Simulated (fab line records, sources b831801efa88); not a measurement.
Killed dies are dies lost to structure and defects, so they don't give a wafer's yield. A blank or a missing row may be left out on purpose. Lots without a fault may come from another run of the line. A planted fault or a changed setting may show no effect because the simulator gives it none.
Chamber matching | flow gf180mcu | GF_V3_ETCH_16 on rie_diel-04: 4 sister chambers
The step etches BARC in N2/H2. 4 wafers are shown with their chamber, then 11 later ones without.

WAFERS WITH THEIR CHAMBER
wafer  | chamber | drypump_motor_current_A (A)
L083.6 | 0       | 5.6
L088.2 | 1       | 5.8
L088.3 | 2       | 5.9
L089.3 | 3       | 5.6

WAFERS WITHOUT THEIR CHAMBER
wafer  | drypump_motor_current_A (A)
L089.4 | 5.5
L089.6 | 5.9
L092.2 | 5.6
L092.3 | 5.8
L092.5 | 5.9
L094.1 | 5.8
L094.3 | 5.8
L094.5 | 5.6
L097.3 | 5.8
L097.5 | 5.9
L097.6 | 5.6

WHICH CHAMBER EACH WENT THROUGH
wafer  | from the rows above     | in truth
L089.4 | can't be placed: 0 or 3 | 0
L089.6 | 2                       | 2
L092.2 | can't be placed: 0 or 3 | 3
L092.3 | 1                       | 1
L092.5 | 2                       | 2
L094.1 | 1                       | 1
L094.3 | 1                       | 1
L094.5 | can't be placed: 0 or 3 | 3
L097.3 | 1                       | 1
L097.5 | 2                       | 2
L097.6 | can't be placed: 0 or 3 | 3
Placed correctly: 7 of 11. Can't be placed from these rows: 4 (the true chamber is among the candidates in 4). Placed wrongly: 0.
How it was worked out, from the rows above alone: a wafer's distance from a chamber is the root of the sum, over the readings, of the square of ((its reading less the chamber's mean) divided by the reading's scatter). The wafer belongs to the nearest chamber; if the next one is less than 2 further off, it can't be placed. A chamber's mean is the mean of its shown wafers. The scatter: with one shown wafer a chamber, the root of the mean of the squares of how far each hidden wafer lies from its nearest shown one.
